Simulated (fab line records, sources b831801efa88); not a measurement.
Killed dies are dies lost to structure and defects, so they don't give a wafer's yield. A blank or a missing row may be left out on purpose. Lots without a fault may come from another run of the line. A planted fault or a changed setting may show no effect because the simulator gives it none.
Which tool did it? | flow sky130 | 10 lots, 30 wafers sampled, at 3 steps of a route of 708

WHAT THE GAUGES READ, wafer by wafer
SKY_VIA1_RS_MEAS_22: measures by four-point-probe.
lot  | measured     | on            | VIA1_W_RS (ohm/sq)
L549 | day 35 10:39 | film_metro-03 | 0.419 0.417 0.420
L551 | day 35 16:38 | film_metro-03 | 0.420 0.425 0.421
L552 | day 36 08:22 | film_metro-01 | 0.434 0.435 0.431
L560 | day 38 03:30 | film_metro-04 | 0.276 0.432 0.431
L562 | day 38 23:02 | film_metro-04 | 0.439 0.436 0.434
L563 | day 38 23:41 | film_metro-01 | 0.435 0.430 0.433
L564 | day 39 15:05 | film_metro-01 | 0.433 0.434 0.433
L566 | day 40 03:21 | film_metro-01 | 0.432 0.429 0.431
L568 | day 40 14:04 | film_metro-04 | 0.433 0.434 0.433
L570 | day 40 23:31 | film_metro-04 | 0.440 0.435 0.436

SKY_VIA1_THK_MEAS_23: measures by xrf.
lot  | measured     | on            | VIA1_W_THK (nm)
L549 | day 35 10:46 | film_metro-03 | 272 274 272
L551 | day 35 16:44 | film_metro-03 | 273 269 271
L552 | day 36 08:29 | film_metro-01 | 262 262 263
L560 | day 38 03:37 | film_metro-04 | 413 266 267
L562 | day 38 23:08 | film_metro-04 | 263 262 263
L563 | day 38 23:47 | film_metro-01 | 259 262 261
L564 | day 39 15:12 | film_metro-01 | 261 262 260
L566 | day 40 03:28 | film_metro-01 | 264 265 265
L568 | day 40 14:11 | film_metro-04 | 263 262 262
L570 | day 40 23:38 | film_metro-04 | 260 262 261

WHICH TOOL RAN EACH LOT (tool, then ch and the chambers of the sampled wafers, then the start)
lot  | SKY_VIA1_CVD_21
L549 | cvd_w-01 ch 0,1, day 35 10:34
L551 | cvd_w-01 ch 0, day 35 16:28
L552 | cvd_w-02 ch 0,1, day 36 08:16
L560 | cvd_w-01 ch 0,1, day 38 03:25
L562 | cvd_w-02 ch 0,1, day 38 22:56
L563 | cvd_w-02 ch 0,1, day 38 23:35
L564 | cvd_w-02 ch 1, day 39 14:59
L566 | cvd_w-02 ch 0,1, day 40 03:16
L568 | cvd_w-02 ch 0,1, day 40 13:58
L570 | cvd_w-02 ch 0,1, day 40 23:26
- SKY_VIA1_CVD_21: deposits W, target thk 270 nm, time 80.902 s.

WHAT THE TOOLS THEMSELVES READ (means of the sampled wafers that have a number; where no wafer has one, the mark that the record gives instead)
SKY_VIA1_CVD_21.
lot  | tool     | heater_power_w (W)
L549 | cvd_w-01 | 824
L551 | cvd_w-01 | 855
L552 | cvd_w-02 | 806
L560 | cvd_w-01 | 822
L562 | cvd_w-02 | 820
L563 | cvd_w-02 | 856
L564 | cvd_w-02 | 767
L566 | cvd_w-02 | 862
L568 | cvd_w-02 | 810
L570 | cvd_w-02 | 826

THE ANSWER, worked out from the rows above alone
Rule: what is usual is taken from the lots themselves. Put in order of their means at a reading, lots are off if they are a third of the lots or fewer, leave a main group of 4 or more, and stand apart from it by a gap of 3 or more times the standard deviation of the main group's means; of several such gaps the widest counts. A main group whose means are all the same, to the digits that the tables above print for the reading, isn't used. A lot without any number at a reading at which 4 lots or more have one is off too. The other lots that the step has rows for count as sound. The gauges are gone through in route order, then the tools' own readings, and for those a lot's mean is taken as printed above. The first step at which some lot is off is used, and at that step the reading that is off furthest; a lot without a number counts as furthest.
Off: L560, at SKY_VIA1_RS_MEAS_22 (VIA1_W_RS). The main group: mean 0.431 ohm/sq, standard deviation 0.0059.
A tool fits if, at a process step before that reading, it ran every lot that is off, and no sound lot after the first of them. The gauges at SKY_VIA1_RS_MEAS_22 are tried like those tools. One fits: cvd_w-01 at SKY_VIA1_CVD_21. Its last sound lot is L551 (day 35 16:28), its first lot that is off L560 (day 38 03:25): a fault that began between those two fits.

WHAT THE SIMULATOR HAD PUT IN
Process parameter drift: cvd_w-01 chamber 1, from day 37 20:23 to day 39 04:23, at SKY_VIA1_CVD_21. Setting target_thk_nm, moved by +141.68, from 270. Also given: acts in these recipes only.
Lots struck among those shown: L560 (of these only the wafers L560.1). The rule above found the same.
